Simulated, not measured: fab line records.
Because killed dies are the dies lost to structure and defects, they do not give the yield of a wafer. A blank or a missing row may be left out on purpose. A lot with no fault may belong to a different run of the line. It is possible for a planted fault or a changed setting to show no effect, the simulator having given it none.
Struck lot and sound lot, side by side | flow sfq line | 26 steps out of a route of 325
Sound: these wafers, L602.3, L602.4, L602.5. Struck: wafer L613.2 (L613.4, L613.6, from the same lot, were not struck and are left out); the cause is given at the end.
For every step that has rows: the tool of each side, followed by ch and its chambers, followed by its first start. Under that, the readings that differ: sound wafers | struck wafers | difference of the means | sigmas: that difference in standard deviations of wafers without a fault.
alike: same words and numbers on both sides, and readings whose means sit less than 2 such deviations apart. not compared: any withheld reading, any reading some wafer has no value for, any bound like >300 that may hide the same value, and any number with overlapping values for which the record gives no deviation.
The two part at a step that has a row with sigmas, a row that says differs or no value, or rows on one side only. When numbers do not overlap yet have no deviation, they are printed without sigmas and do not part them. A reading that every wafer of one side lacks parts them only if that side has two wafers or more.

SFQ_L0_RS_MEAS_901: measures by four-point-probe.
  sound on film metro-01, day 1 12:36; struck on film metro-04, day 3 19:35
  alike: L0_MONX_KI_RS
SFQ_L0_THK_MEAS_902: measures by xrf.
  sound on film metro-01, day 1 12:42; struck on film metro-04, day 3 19:41
  alike: L0_MONX_KI_THK
then, 6 steps without rows for these wafers: SFQ_TRILAYER_L0_LITHO_COAT_010 (resist thk 62 nm); SFQ_TRILAYER_L0_LITHO_COAT_005 (resist thk 600 nm); SFQ_TRILAYER_L0_LITHO_SOFTBAKE_009; SFQ_TRILAYER_L0_LITHO_EXPOSE_006 (exposes mask L0, target cd 2000 nm); SFQ_TRILAYER_L0_LITHO_PEB_008 (peb time 60 s); SFQ_TRILAYER_L0_LITHO_DEVELOP_007 (time 60 s).
SFQ_TRILAYER_L0_BARC_OPEN_METAL_ETCH_010: etches BARC in O2, target depth 125 nm, time 41.7 s.
  sound on rie metal-04 ch 1, day 3 04:05; struck on rie metal-03 ch 1, day 5 12:27
  reading                     | sound          | struck | difference                   | sigmas
  drypump motor current A (A) | 6.06 6.10 6.09 | 6.59   | +0.51                        | +2
  rf hours counter h (h)      | - - -          | 156    | no value on the sound wafers |
  alike: he backside leak sccm, oes product au
SFQ_TRILAYER_L0_ETCH_METAL_ETCH_008: etches MoNx KI in SF6/O2, stops on SiO2, target depth 50 nm, time 25 s.
  sound on rie metal-04 ch 1, day 3 04:12; struck on rie metal-03 ch 1, day 5 12:31
  reading                | sound | struck | difference                   | sigmas
  rf hours counter h (h) | - - - | 156    | no value on the sound wafers |
  alike: drypump motor current A, he backside leak sccm, oes product au
SFQ_TRILAYER_L0_STRIP_STRIP_009: strips in O2.
  sound on rie metal-04 ch 1, day 3 04:40; struck on rie metal-03 ch 1, day 5 12:33
  reading                      | sound          | struck | difference                   | sigmas
  drypump motor current A (A)  | 6.09 6.08 6.08 | 6.61   | +0.53                        | +2
  he backside leak sccm (sccm) | 3.72 3.73 3.63 | 3.19   | -0.50                        | -2
  rf hours counter h (h)       | - - -          | 157    | no value on the sound wafers |
  alike: oes product au
then, 1 step without rows for these wafers: SFQ_TRILAYER_L0_STRIP_SOLV_CLEAN_010 (cleans in NMP, time 600 s).
SFQ_TRILAYER_L0_CAP_PECVD_011: deposits SiO2 from SiH4/N2O, time 13.333 s, target thk 60 nm.
  sound on pecvd-01 ch 1,2, day 3 05:40; struck on pecvd-03 ch 2, day 5 13:20
  reading                                             | sound             | struck | difference | sigmas
  throttle valve pct (%)                              | 24.4 24.3 23.1    | 28.6   | +4.7       | +2
  model.SiO2_of_TRILAYER_L0_CAP_PECVD_011.thk nm (nm) | 59.91 60.25 61.55 | 56.13  | -4.44      |
  alike: heater power w
then, 6 steps without rows for these wafers: SFQ_TRILAYER_L0_VIA_LITHO_COAT_018 (resist thk 62 nm); SFQ_TRILAYER_L0_VIA_LITHO_COAT_013 (resist thk 650 nm); SFQ_TRILAYER_L0_VIA_LITHO_SOFTBAKE_017; SFQ_TRILAYER_L0_VIA_LITHO_EXPOSE_014 (exposes mask L0V, target cd 700 nm); SFQ_TRILAYER_L0_VIA_LITHO_PEB_016 (peb time 60 s); SFQ_TRILAYER_L0_VIA_LITHO_DEVELOP_015 (time 60 s).
-- the record jumps here: 3 days lie between the struck wafers' starts before and after --
SFQ_L0V_OVL_MEAS_903:
  sound on overlay-02, day 5 15:40; struck on overlay-01, day 8 04:11
  alike: L0V_OVL
SFQ_TRILAYER_L0_VIA_BARC_OPEN_VIA_ETCH_021: etches BARC in O2, target depth 125 nm, time 41.7 s.
  sound on rie diel-04 ch 0,2,3, day 5 15:42; struck on rie diel-04 ch 2, day 8 04:13
  alike: drypump motor current A, oes product au
  not compared: rf hours counter h
SFQ_TRILAYER_L0_VIA_ETCH_VIA_ETCH_016: etches SiO2 in CHF3, stops on MoNx KI, target depth 80 nm.
  sound on rie diel-04 ch 0,2,3, day 5 15:44; struck on rie diel-04 ch 2, day 8 04:16
  reading                         | sound             | struck | difference | sigmas
  oes product au (a.u.)           | 0.836 0.845 0.854 | 0.815  | -0.030     | -4
  model.L0V.feature depth nm (nm) | 59.91 60.25 61.55 | 56.13  | -4.44      |
  model.etch.depth nm (nm)        | 59.91 60.25 61.55 | 56.13  | -4.44      |
  alike: drypump motor current A
then, 2 steps without rows for these wafers: SFQ_TRILAYER_L0_VIA_STRIP_STRIP_017 (strips in O2); SFQ_TRILAYER_L0_VIA_STRIP_SOLV_CLEAN_018 (cleans in NMP, time 600 s).
SFQ_TRILAYER_M0_DEP_PRE_CLEAN_020: time 15 s.
  sound on pvd sputter-05, day 5 16:34; struck on pvd sputter-04, day 8 05:05
  reading                                             | sound             | struck | difference | sigmas
  model.SiO2_of_TRILAYER_L0_CAP_PECVD_011.thk nm (nm) | 54.91 55.25 56.55 | 51.13  | -4.44      |
SFQ_TRILAYER_M0_DEP_SPUTTER_019: material Nb, target thk 200 nm, time 133.3 s.
  sound on pvd sputter-05, day 5 16:35; struck on pvd sputter-04, day 8 05:06
  alike: throttle valve pct

## WHERE THEY PART
First at SFQ_TRILAYER_L0_BARC_OPEN_METAL_ETCH_010; last, within this record, at SFQ_TRILAYER_L0_VIA_ETCH_VIA_ETCH_016. Later steps at which nothing parts them and some readings are alike: SFQ_TRILAYER_M0_DEP_SPUTTER_019.

WHY: what the simulator had put in
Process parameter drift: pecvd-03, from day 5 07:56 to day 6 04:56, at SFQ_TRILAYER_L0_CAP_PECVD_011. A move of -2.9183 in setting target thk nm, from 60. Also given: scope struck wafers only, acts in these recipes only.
